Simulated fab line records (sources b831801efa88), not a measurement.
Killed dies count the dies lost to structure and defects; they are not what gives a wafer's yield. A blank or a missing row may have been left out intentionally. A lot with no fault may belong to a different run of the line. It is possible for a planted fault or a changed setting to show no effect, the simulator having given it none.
Comparing a struck lot with a sound one / flow gf180mcu / 44 steps out of a route of 602
Sound: wafers L937.1, L937.5, L937.6. Wafers L948.1, L948.4, L948.5 were the ones struck. The cause comes at the end.
Each step with rows lists, per side, the tool, then ch with its chambers, then its first start. Under that, the readings that differ: sound wafers / struck wafers / difference of the means / sigmas: that difference in standard deviations of wafers without a fault.
alike: same words and numbers on both sides, and readings whose means sit less than 2 such deviations apart. not compared: any withheld reading, any reading some wafer has no value for, any bound like >300 that may hide the same value, and any number with overlapping values for which the record gives no deviation.
Wherever a step has rows on one side only, a row that says differs or no value, or a row with sigmas, the two part there. Numbers that don't overlap but have no deviation are shown without sigmas and don't part them. A reading that every wafer of one side lacks parts them only if that side has two wafers or more.

first, 1 step without rows for these wafers: GF_MVSD_IMPLANT_09.
GF_MVSD_STRIP_10: strips in O2/N2.
  sound on plasmaAsher-01 ch 0,1, day 7 00:27; struck on plasmaAsher-03 ch 0,1, day 9 10:48
  alike: drypumpMotorCurrentA, heaterPowerW, oesProductAu, platenTempC, stripTimeToEndpointS
  not compared: rfHoursCounterH
GF_MVSD_TW_MEAS_11:
  sound on filmMetro-03, day 7 00:33; struck on filmMetro-01, day 9 10:54
  alike: MVSD_TW
then, 7 steps without rows for these wafers: GF_MVPSD_DEHYDRATE_00 (time 60 s); GF_MVPSD_HMDS_01 (prime time 60 s); GF_MVPSD_COAT_02 (resist thk 3000 nm); GF_MVPSD_SOFTBAKE_03; GF_MVPSD_EXPOSE_04 (exposes mask MVPSD, target cd 1000 nm); GF_MVPSD_PEB_05; GF_MVPSD_DEVELOP_06 (develop time 60 s).
GF_MVPSD_OVL_MEAS_07:
  sound on overlay-01, day 7 15:10; struck on overlay-01, day 10 04:10
reading=MVPSD_OVL (nm); sound=-0.4 -1.5 -1.8; struck=0.6 1.3 1.6; difference=+2.4; sigmas=+2
after that, 1 step had no rows for these wafers: GF_MVPSD_IMPLANT_08.
GF_MVPSD_IMPLANT_09:
  sound on implanter-04 ch 0, day 7 15:21; struck on implanter-03 ch 0, day 10 04:40
  alike: beamOnS
GF_MVPSD_STRIP_10: strips in O2/N2.
  sound on plasmaAsher-01 ch 0,1, day 7 15:30; struck on plasmaAsher-02 ch 0,1, day 10 04:49
reading=stripTimeToEndpointS (s); sound=37.07 37.04 37.19; struck=36.90 36.84 36.83; difference=-0.24; sigmas=-2
  alike: drypumpMotorCurrentA, heaterPowerW, oesProductAu, platenTempC
  not compared: rfHoursCounterH
GF_MVPSD_TW_MEAS_11:
  sound on filmMetro-03, day 7 15:36; struck on filmMetro-01, day 10 05:15
reading=MVPSD_TW; sound=552.3 554.1 556.5; struck=580.9 582.1 586.6; difference=+28.9; sigmas=+10
then, 7 steps without rows for these wafers: GF_VT_IMPLANT_DEHYDRATE_00 (time 60 s); GF_VT_IMPLANT_HMDS_01 (prime time 60 s); GF_VT_IMPLANT_COAT_02 (resist thk 1000 nm); GF_VT_IMPLANT_SOFTBAKE_03 (time 60 s); GF_VT_IMPLANT_EXPOSE_04 (exposes mask LVPWELL LV AREA, target cd 600 nm); GF_VT_IMPLANT_PEB_05; GF_VT_IMPLANT_DEVELOP_06 (develop time 60 s).
GF_VT_IMPLANT_OVL_MEAS_07:
  sound on overlay-01, day 8 07:16; struck on overlay-02, day 10 21:58
  alike: VT_IMPLANT_OVL
after that, 1 step had no rows for these wafers: GF_VT_IMPLANT_IMPLANT_08.
GF_VT_IMPLANT_STRIP_09: strips in O2/N2.
  sound on plasmaAsher-03 ch 0,1, day 8 07:27; struck on plasmaAsher-04 ch 0,1, day 10 22:09
  alike: drypumpMotorCurrentA, heaterPowerW, oesProductAu, platenTempC, stripTimeToEndpointS
  not compared: rfHoursCounterH
GF_VT_IMPLANT_TW_MEAS_10:
  sound on filmMetro-02, day 8 07:33; struck on filmMetro-03, day 10 22:15
reading=VT_IMPLANT_TW; sound=563.4 565.8 562.9; struck=558.5 555.4 558.4; difference=-6.6; sigmas=-2
then, 7 steps without rows for these wafers: GF_VT_IMPLANT_DEHYDRATE_11 (time 60 s); GF_VT_IMPLANT_HMDS_12 (prime time 60 s); GF_VT_IMPLANT_COAT_13 (resist thk 1000 nm); GF_VT_IMPLANT_SOFTBAKE_14 (time 60 s); GF_VT_IMPLANT_EXPOSE_15 (exposes mask Nwell LV AREA, target cd 860 nm); GF_VT_IMPLANT_PEB_16; GF_VT_IMPLANT_DEVELOP_17 (develop time 60 s).
GF_VT_IMPLANT_OVL_MEAS_18:
  sound on overlay-02, day 9 00:34; struck on overlay-02, day 11 16:13
  alike: VT_IMPLANT_01_OVL
after that, 1 step had no rows for these wafers: GF_VT_IMPLANT_IMPLANT_19.
GF_VT_IMPLANT_STRIP_20: strips in O2/N2.
  sound on plasmaAsher-03 ch 0,1, day 9 00:45; struck on plasmaAsher-04 ch 0,1, day 11 16:24
  alike: drypumpMotorCurrentA, heaterPowerW, oesProductAu, platenTempC, stripTimeToEndpointS
  not compared: rfHoursCounterH
GF_VT_IMPLANT_TW_MEAS_21:
  sound on filmMetro-01, day 9 00:51; struck on filmMetro-02, day 11 16:30
  alike: VT_IMPLANT_2_TW
then, 5 steps without rows for these wafers: GF_VT_IMPLANT_DEHYDRATE_22 (time 60 s); GF_VT_IMPLANT_HMDS_23 (prime time 60 s); GF_VT_IMPLANT_COAT_24 (resist thk 1000 nm); GF_VT_IMPLANT_SOFTBAKE_25 (time 60 s); GF_VT_IMPLANT_EXPOSE_26 (exposes mask LVPWELL HV AREA, target cd 860 nm).
GF_VT_IMPLANT_RS_MEAS_49: a four-point-probe measurement.
  sound on filmMetro-01, day 10 10:47; struck on filmMetro-03, day 13 08:47
reading=MVPSD_RS (ohm/sq); sound=1167.5 1166.7 1166.8; struck=1005.2 1006.6 1005.2; difference=-161.3; sigmas=-60
GF_PASSIVATION_PROBE_99:
  rows exist in the record for the sound wafers here (prober-01, day 31 20:12), none for the struck ones

WHERE THEY PART
First at GF_MVPSD_OVL_MEAS_07; last, within this record, at GF_PASSIVATION_PROBE_99.

WHY: what had been put in by the simulator
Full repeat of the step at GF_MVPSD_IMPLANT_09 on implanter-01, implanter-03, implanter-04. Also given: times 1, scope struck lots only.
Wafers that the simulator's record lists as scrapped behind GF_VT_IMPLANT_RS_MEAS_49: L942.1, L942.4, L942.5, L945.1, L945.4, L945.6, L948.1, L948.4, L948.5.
